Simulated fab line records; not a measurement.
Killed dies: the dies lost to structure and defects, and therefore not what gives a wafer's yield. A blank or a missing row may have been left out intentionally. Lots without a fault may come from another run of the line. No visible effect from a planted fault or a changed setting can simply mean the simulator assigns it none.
Which of the tools did it?    flow sky130    Sampling: 14 lots, 42 wafers, 4 of 708 route steps

WHAT EACH GAUGE READ, for each wafer
SKY_POLY_GATE_CD_MEAS_13: target cd 150 nm.
lot   measured      on         cd_nm (nm)
L486  day 15 23:59  cd_sem-01  147.4 146.8 147.7
L488  day 16 20:33  cd_sem-01  150.4 148.6 150.6
L489  day 17 00:20  cd_sem-01  153.1 151.8 151.0
L490  day 17 17:16  cd_sem-01  147.9 147.8 147.3
L491  day 18 13:40  cd_sem-01  151.1 149.5 148.7
L493  day 19 01:32  cd_sem-01  150.4 149.4 151.3
L494  day 19 19:26  cd_sem-02  148.4 147.4 149.6
L497  day 20 23:19  cd_sem-01  152.3 151.6 149.9
L499  day 21 17:13  cd_sem-02  151.8 151.9 151.8
L502  day 22 07:25  cd_sem-02  148.2 147.5 149.3
L503  day 22 12:01  cd_sem-02  149.9 150.9 151.2
L506  day 23 18:03  cd_sem-01  153.0 152.7 153.5
L507  day 24 01:22  cd_sem-02  147.4 148.1 148.6
L508  day 24 04:09  cd_sem-01  148.2 149.4 150.0

SKY_POLY_GATE_THK_MEAS_21.
lot   measured      on             POLY_GATE_OXIDATION_THK (nm)
L486  day 16 02:53  film_metro-01  4.00 4.09 4.07
L488  day 17 00:54  film_metro-02  3.85 3.94 3.99
L489  day 17 03:28  film_metro-01  4.15 4.02 4.10
L490  day 17 19:19  film_metro-03  4.15 4.08 3.98
L491  day 18 15:27  film_metro-03  4.05 4.01 4.13
L493  day 19 05:31  film_metro-01  4.05 4.09 4.11
L494  day 19 22:14  film_metro-02  4.03 4.01 4.02
L497  day 21 01:07  film_metro-03  3.91 3.90 3.93
L499  day 21 19:00  film_metro-03  3.99 3.94 3.99
L502  day 22 10:16  film_metro-03  4.00 4.00 3.92
L503  day 22 13:49  film_metro-03  3.96 3.98 3.97
L506  day 23 19:50  film_metro-03  3.92 4.01 4.07
L507  day 24 03:10  film_metro-03  4.04 4.07 4.06
L508  day 24 05:56  film_metro-03  4.06 4.11 4.04

SKY_POLY_CUT_CD_MEAS_08: target cd 270 nm.
lot   measured      on         cd_nm (nm)
L486  day 23 18:43  cd_sem-02  271.3 273.1 271.6
L488  day 24 19:44  cd_sem-01  268.1 268.2 268.8
L489  day 24 21:52  cd_sem-02  265.3 266.2 266.3
L490  day 25 12:14  cd_sem-02  269.6 268.6 269.5
L491  day 26 08:37  cd_sem-02  270.5 270.6 271.0
L493  day 26 22:25  cd_sem-01  273.3 270.5 271.4
L494  day 27 12:47  cd_sem-01  271.1 271.5 270.5
L497  day 28 15:33  cd_sem-02  269.6 269.6 268.6
L499  day 29 05:59  cd_sem-02  270.0 269.9 269.1
L502  day 29 20:01  cd_sem-02  271.7 271.8 271.0
L503  day 30 00:01  cd_sem-01  268.8 270.0 271.2
L506  day 31 03:37  cd_sem-01  269.3 269.1 267.5
L507  day 31 08:48  cd_sem-01  268.6 270.3 269.8
L508  day 31 09:43  cd_sem-01  269.3 269.7 267.9

WHAT TOOL EACH LOT RAN ON (gives the tool, then ch and the chambers of the sampled wafers, and finally the start)
lot   SKY_LDD_LDN_DEVELOP_06
L486  litho_track-01 ch 0, day 22 09:31
L488  litho_track-01 ch 0, day 23 09:15
L489  litho_track-02 ch 0, day 23 12:58
L490  litho_track-01 ch 0, day 24 04:03
L491  litho_track-01 ch 0, day 24 23:48
L493  litho_track-01 ch 0, day 25 14:30
L494  litho_track-02 ch 0, day 26 05:35
L497  litho_track-03 ch 0, day 27 09:22
L499  litho_track-02 ch 0, day 27 23:56
L502  litho_track-02 ch 0, day 28 13:58
L503  litho_track-02 ch 0, day 28 17:13
L506  litho_track-03 ch 0, day 29 20:31
L507  litho_track-03 ch 0, day 30 02:22
L508  litho_track-01 ch 0, day 30 04:43
- SKY_LDD_LDN_DEVELOP_06: develop time 60 s.

AS READ BY THE TOOLS THEMSELVES (means over the sampled wafers that have a number; for cases with no such wafer, the mark the record gives instead)
SKY_LDD_LDN_DEVELOP_06.
lot   tool            developer_temp_C (C)
L486  litho_track-01  23.06
L488  litho_track-01  22.93
L489  litho_track-02  23.01
L490  litho_track-01  22.95
L491  litho_track-01  23.02
L493  litho_track-01  23.00
L494  litho_track-02  22.98
L497  litho_track-03  22.85
L499  litho_track-02  22.91
L502  litho_track-02  22.39
L503  litho_track-02  22.00
L506  litho_track-03  22.97
L507  litho_track-03  23.07
L508  litho_track-01  22.91

THE ANSWER, worked out from the rows above alone
Rule: the usual values come from the lots themselves. The widest of any qualifying gaps counts: lots, ordered by their means at a reading, are off when they make up no more than a third of the lots, leave a main group of 4 or more, and stand apart from it by 3 or more times the standard deviation of that group's means. A main group is skipped when, at the precision printed for the reading in the tables above, its means are all equal. A lot without any number at a reading at which 4 lots or more have one is off too. Any other lot the step has rows for is counted as sound. After the gauges, taken in route order, come the tools' own readings; for these a lot's mean is taken, as printed above. The first step at which some lot is off is used, and at that step the reading that is off furthest; a lot without a number counts as furthest.
Off at SKY_LDD_LDN_DEVELOP_06 (developer_temp_C): L502, L503. Main group: mean 22.97 C, sd 0.062.
If a tool, at that step or one of the process steps before it, ran each lot that is off and ran no sound lot following the first of them, it fits. One fits: SKY_LDD_LDN_DEVELOP_06 on litho_track-02. Its last sound lot is L499 (day 27 23:56), its first lot that is off L502 (day 28 13:58): a fault that began between those two fits.
The tool's own readings at SKY_LDD_LDN_DEVELOP_06 bear it out: on the lots that are off they differ by more than 5 times the standard deviation of the sound lots' means. developer_temp_C reads 22.20 C there against 22.97 C on the sound lots.

WHAT WAS PUT IN BY THE SIMULATOR
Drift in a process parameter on litho_track-02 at SKY_LDD_LDN_DEVELOP_06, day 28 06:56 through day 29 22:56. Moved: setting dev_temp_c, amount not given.
Struck lots among those shown: L502, L503. Same finding as the rule above.
